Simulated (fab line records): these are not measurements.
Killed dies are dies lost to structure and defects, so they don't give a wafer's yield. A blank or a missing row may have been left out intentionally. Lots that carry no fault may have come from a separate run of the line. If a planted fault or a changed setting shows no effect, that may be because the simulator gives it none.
Chamber matching + flow sky130 + cmp-02 running SKY_CONTACT_CMP_04: 4 sister chambers
The step polishes SiO2. 4 wafers are shown with their chamber, then 9 later ones without.

== WAFERS WITH THEIR CHAMBER ==
| wafer  | chamber | motor current A (A) |
|--------|---------|---------------------|
| L982.4 | 3       | 11.7                |
| L982.6 | 1       | 12.4                |
| L983.3 | 0       | 13.2                |
| L983.6 | 2       | 12.6                |

== WAFERS MISSING THEIR CHAMBER ==
| wafer  | motor current A (A) |
|--------|---------------------|
| L984.1 | 11.8                |
| L984.5 | 11.3                |
| L984.6 | 12.5                |
| L985.1 | 13.2                |
| L985.2 | 11.9                |
| L985.5 | 12.0                |
| L986.1 | 12.5                |
| L986.4 | 12.9                |
| L986.5 | 12.6                |

== CHAMBER TAKEN BY EACH ==
| wafer  | from the rows above          | in truth |
|--------|------------------------------|----------|
| L984.1 | 3                            | 3        |
| L984.5 | 3                            | 3        |
| L984.6 | can't be placed: 1 or 2      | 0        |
| L985.1 | 0                            | 0        |
| L985.2 | can't be placed: 3 or 1      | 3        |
| L985.5 | can't be placed: 3 or 1 or 2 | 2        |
| L986.1 | can't be placed: 1 or 2      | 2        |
| L986.4 | can't be placed: 0 or 2 or 1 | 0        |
| L986.5 | can't be placed: 2 or 1      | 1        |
Correct placement for 3 of the 9. These rows do not allow placing 6 (true chamber among the candidates in 5). Placed wrongly: 0.
How it was worked out, from the rows above alone: a wafer's distance from a chamber is the root of the sum, over the readings, of the square of ((its reading less the chamber's mean) divided by the reading's scatter). If the next closest chamber is less than 2 further off than the closest, the wafer can't be placed; otherwise it belongs to the closest. Each chamber's mean is taken over the wafers shown for it. The scatter: root of mean squared gap, hidden wafer to nearest shown wafer, with one shown wafer a chamber.
